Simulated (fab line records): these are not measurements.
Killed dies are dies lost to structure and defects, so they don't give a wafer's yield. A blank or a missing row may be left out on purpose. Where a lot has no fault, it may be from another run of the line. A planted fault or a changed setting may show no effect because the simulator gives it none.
Which of the tools did it? / flow gf180mcu / 13 lots with 39 wafers sampled at 4 steps, on a route of 602 steps

== WHAT THE GAUGES READ, wafer by wafer ==
GF_DNWELL_TW_MEAS_09.
lot=L605; measured=day 2 19:04; on=filmMetro-02; DNWELL_TW=1354 1355 1357
lot=L606; measured=day 2 23:52; on=filmMetro-01; DNWELL_TW=1348 1355 1357
lot=L607; measured=day 3 04:36; on=filmMetro-01; DNWELL_TW=1368 1368 1368
lot=L608; measured=day 3 10:42; on=filmMetro-01; DNWELL_TW=1376 1382 1380
lot=L614; measured=day 4 20:49; on=filmMetro-02; DNWELL_TW=1355 1364 1359
lot=L615; measured=day 5 01:07; on=filmMetro-02; DNWELL_TW=1343 1341 1342
lot=L618; measured=day 5 16:35; on=filmMetro-03; DNWELL_TW=1350 1348 1353
lot=L619; measured=day 5 21:05; on=filmMetro-01; DNWELL_TW=1357 1359 1354
lot=L620; measured=day 6 02:35; on=filmMetro-01; DNWELL_TW=1360 1356 1360
lot=L623; measured=day 6 19:29; on=filmMetro-01; DNWELL_TW=1371 1372 1380
lot=L624; measured=day 7 01:46; on=filmMetro-01; DNWELL_TW=1370 1368 1371
lot=L625; measured=day 7 07:34; on=filmMetro-02; DNWELL_TW=1352 1345 1350
lot=L628; measured=day 7 22:54; on=filmMetro-02; DNWELL_TW=1348 1350 1343

GF_VT_IMPLANT_TW_MEAS_21.
lot=L605; measured=day 6 08:32; on=filmMetro-04; VT_IMPLANT_2_TW=1224 1221 1228
lot=L606; measured=day 6 13:54; on=filmMetro-02; VT_IMPLANT_2_TW=1211 1217 1220
lot=L607; measured=day 6 18:37; on=filmMetro-04; VT_IMPLANT_2_TW=1221 1221 1219
lot=L608; measured=day 7 02:35; on=filmMetro-04; VT_IMPLANT_2_TW=1231 1230 1232
lot=L614; measured=day 8 18:05; on=filmMetro-01; VT_IMPLANT_2_TW=1153 1156 1154
lot=L615; measured=day 8 22:58; on=filmMetro-02; VT_IMPLANT_2_TW=1215 1208 1209
lot=L618; measured=day 9 19:11; on=filmMetro-01; VT_IMPLANT_2_TW=1148 1145 1150
lot=L619; measured=day 10 00:54; on=filmMetro-02; VT_IMPLANT_2_TW=1211 1209 1210
lot=L620; measured=day 10 07:38; on=filmMetro-04; VT_IMPLANT_2_TW=1226 1219 1224
lot=L623; measured=day 11 01:19; on=filmMetro-02; VT_IMPLANT_2_TW=1210 1205 1210
lot=L624; measured=day 11 08:41; on=filmMetro-04; VT_IMPLANT_2_TW=1234 1229 1235
lot=L625; measured=day 11 16:24; on=filmMetro-01; VT_IMPLANT_2_TW=1216 1216 1210
lot=L628; measured=day 12 10:04; on=filmMetro-02; VT_IMPLANT_2_TW=1215 1212 1206

== EACH LOT AND THE TOOL THAT RAN IT (in order: tool; ch and the chambers of the sampled wafers; start) ==
lot=L605; GF_STI_CMP_25=cmp-02 ch 1,3, day 2 03:53; GF_VT_IMPLANT_IMPLANT_19=implanter-01 ch 0, day 6 08:19
lot=L606; GF_STI_CMP_25=cmp-01 ch 1,3, day 2 09:18; GF_VT_IMPLANT_IMPLANT_19=implanter-01 ch 0, day 6 13:37
lot=L607; GF_STI_CMP_25=cmp-01 ch 1,2,3, day 2 13:57; GF_VT_IMPLANT_IMPLANT_19=implanter-02 ch 0, day 6 18:23
lot=L608; GF_STI_CMP_25=cmp-02 ch 0,3, day 2 18:57; GF_VT_IMPLANT_IMPLANT_19=implanter-01 ch 0, day 7 02:20
lot=L614; GF_STI_CMP_25=cmp-01 ch 0,1,3, day 4 03:53; GF_VT_IMPLANT_IMPLANT_19=implanter-02 ch 0, day 8 17:52
lot=L615; GF_STI_CMP_25=cmp-01 ch 2,3, day 4 07:41; GF_VT_IMPLANT_IMPLANT_19=implanter-04 ch 0, day 8 22:46
lot=L618; GF_STI_CMP_25=cmp-01 ch 0,1,2, day 4 22:56; GF_VT_IMPLANT_IMPLANT_19=implanter-02 ch 0, day 9 18:58
lot=L619; GF_STI_CMP_25=cmp-02 ch 0,1,3, day 5 04:11; GF_VT_IMPLANT_IMPLANT_19=implanter-04 ch 0, day 10 00:39
lot=L620; GF_STI_CMP_25=cmp-01 ch 1,2,3, day 5 08:11; GF_VT_IMPLANT_IMPLANT_19=implanter-01 ch 0, day 10 07:23
lot=L623; GF_STI_CMP_25=cmp-02 ch 1,2, day 6 00:08; GF_VT_IMPLANT_IMPLANT_19=implanter-04 ch 0, day 11 01:06
lot=L624; GF_STI_CMP_25=cmp-01 ch 1,3, day 6 07:50; GF_VT_IMPLANT_IMPLANT_19=implanter-01 ch 0, day 11 08:27
lot=L625; GF_STI_CMP_25=cmp-02 ch 0,1, day 6 12:21; GF_VT_IMPLANT_IMPLANT_19=implanter-01 ch 0, day 11 16:09
lot=L628; GF_STI_CMP_25=cmp-01 ch 1,2, day 7 03:55; GF_VT_IMPLANT_IMPLANT_19=implanter-02 ch 0, day 12 09:51
- GF_STI_CMP_25: polishes, stops on Si3N4, t overpolish 33 s, target thk 524.6 nm.
- GF_VT_IMPLANT_IMPLANT_19

== WHAT THE TOOLS THEMSELVES READ (means of the sampled wafers that have a number; where no wafer has one, the mark that the record gives instead) ==
GF_STI_CMP_25.
lot=L605; tool=cmp-02; motorCurrentA (A)=11.2; overpolishRunS (s)=32.999; timeToEndpointS (s)=124
lot=L606; tool=cmp-01; motorCurrentA (A)=12.1; overpolishRunS (s)=33.000; timeToEndpointS (s)=123
lot=L607; tool=cmp-01; motorCurrentA (A)=11.6; overpolishRunS (s)=32.998; timeToEndpointS (s)=119
lot=L608; tool=cmp-02; motorCurrentA (A)=13.3; overpolishRunS (s)=32.993; timeToEndpointS (s)=118
lot=L614; tool=cmp-01; motorCurrentA (A)=11.7; overpolishRunS (s)=33.005; timeToEndpointS (s)=127
lot=L615; tool=cmp-01; motorCurrentA (A)=12.4; overpolishRunS (s)=32.998; timeToEndpointS (s)=126
lot=L618; tool=cmp-01; motorCurrentA (A)=11.9; overpolishRunS (s)=32.992; timeToEndpointS (s)=126
lot=L619; tool=cmp-02; motorCurrentA (A)=12.1; overpolishRunS (s)=32.999; timeToEndpointS (s)=125
lot=L620; tool=cmp-01; motorCurrentA (A)=11.7; overpolishRunS (s)=32.996; timeToEndpointS (s)=117
lot=L623; tool=cmp-02; motorCurrentA (A)=11.3; overpolishRunS (s)=32.996; timeToEndpointS (s)=126
lot=L624; tool=cmp-01; motorCurrentA (A)=11.1; overpolishRunS (s)=32.999; timeToEndpointS (s)=124
lot=L625; tool=cmp-02; motorCurrentA (A)=13.0; overpolishRunS (s)=33.005; timeToEndpointS (s)=123
lot=L628; tool=cmp-01; motorCurrentA (A)=11.1; overpolishRunS (s)=33.002; timeToEndpointS (s)=121

GF_VT_IMPLANT_IMPLANT_19.
lot=L605 tool=implanter-01 doseIonsCm2=4.35e+12 faradayCurrentUA=24.0
lot=L606 tool=implanter-01 doseIonsCm2=4.35e+12 faradayCurrentUA=24.1
lot=L607 tool=implanter-02 doseIonsCm2=4.35e+12 faradayCurrentUA=24.3
lot=L608 tool=implanter-01 doseIonsCm2=4.35e+12 faradayCurrentUA=24.2
lot=L614 tool=implanter-02 doseIonsCm2=3.56e+12 faradayCurrentUA=20.4
lot=L615 tool=implanter-04 doseIonsCm2=4.35e+12 faradayCurrentUA=24.1
lot=L618 tool=implanter-02 doseIonsCm2=3.55e+12 faradayCurrentUA=20.5
lot=L619 tool=implanter-04 doseIonsCm2=4.35e+12 faradayCurrentUA=24.8
lot=L620 tool=implanter-01 doseIonsCm2=4.36e+12 faradayCurrentUA=24.7
lot=L623 tool=implanter-04 doseIonsCm2=4.35e+12 faradayCurrentUA=25.4
lot=L624 tool=implanter-01 doseIonsCm2=4.35e+12 faradayCurrentUA=24.4
lot=L625 tool=implanter-01 doseIonsCm2=4.36e+12 faradayCurrentUA=25.0
lot=L628 tool=implanter-02 doseIonsCm2=4.35e+12 faradayCurrentUA=24.7

== THE ANSWER, worked out from the rows above alone ==
Rule: usual is defined by the lots themselves. Put in order of their means at a reading, lots are off if they are a third of the lots or fewer, leave a main group of 4 or more, and stand apart from it by a gap of 3 or more times the standard deviation of the main group's means; of several such gaps the widest counts. The tables above print the reading to a certain number of digits; a main group whose means all agree to those digits is not used. A lot without any number at a reading at which 4 lots or more have one is off too. Any other lot the step has rows for is counted as sound. After the gauges, taken in route order, come the tools' own readings; for these a lot's mean is taken, as printed above. At the first step where some lot is off, the reading lying furthest off is the one used; lots without a number count as furthest.
Off: L614, L618, at GF_VT_IMPLANT_TW_MEAS_21 (VT_IMPLANT_2_TW). Mean 1218 and standard deviation 8.2 in the main group.
If a tool, at a process step before that reading, ran all the lots that are off and no sound lot after the first of them, it fits. Not tried: the gauges at GF_VT_IMPLANT_TW_MEAS_21; whatever is off there is also off at GF_VT_IMPLANT_IMPLANT_19, on other tools, and gauge error can't account for it. No candidate that was tried fits.

== WHAT THE SIMULATOR HAD INSERTED ==
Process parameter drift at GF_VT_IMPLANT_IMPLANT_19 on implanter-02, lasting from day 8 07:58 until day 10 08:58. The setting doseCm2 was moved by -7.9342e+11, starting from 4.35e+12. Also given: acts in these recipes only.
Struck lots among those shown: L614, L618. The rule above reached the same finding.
